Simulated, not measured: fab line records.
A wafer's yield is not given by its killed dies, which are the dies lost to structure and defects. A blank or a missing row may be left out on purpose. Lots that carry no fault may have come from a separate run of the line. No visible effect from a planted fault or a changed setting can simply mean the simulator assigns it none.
What tool caused it? ; flow gf180mcu ; 21 wafers sampled from 7 lots at 1 step of a route of 602

== WHAT THE GAUGES READ, wafer by wafer ==
GF_M5_OVL_MEAS_08.
lot;measured;on;M5_OVL (nm)
L194;day 28 19:46;overlay-02;4 -2 2
L197;day 29 20:28;overlay-02;6 -4 6
L199;day 30 06:07;overlay-02;-3 -1 -3
L201;day 31 04:58;overlay-02;2 0 3
L202;day 31 18:25;overlay-01;9 3 5
L206;day 32 05:28;overlay-02;-2 1 1
L209;day 32 17:55;overlay-02;-5 3 1

== EACH LOT AND THE TOOL THAT RAN IT (in order: tool; ch and the chambers of the sampled wafers; start) ==
Record: no process step prior to these readings.

== THE ANSWER, worked out from the rows above alone ==
Rule: usual is defined by the lots themselves. The widest of any qualifying gaps counts: lots, ordered by their means at a reading, are off when they make up no more than a third of the lots, leave a main group of 4 or more, and stand apart from it by 3 or more times the standard deviation of that group's means. If all means in a main group match to the digits the tables above print for the reading, that group is not used. A lot without any number at a reading at which 4 lots or more have one is off too. All remaining lots with rows at the step are treated as sound.
None of the lots is off at any reading shown; this tells nothing.

== WHAT THE SIMULATOR HAD PUT IN ==
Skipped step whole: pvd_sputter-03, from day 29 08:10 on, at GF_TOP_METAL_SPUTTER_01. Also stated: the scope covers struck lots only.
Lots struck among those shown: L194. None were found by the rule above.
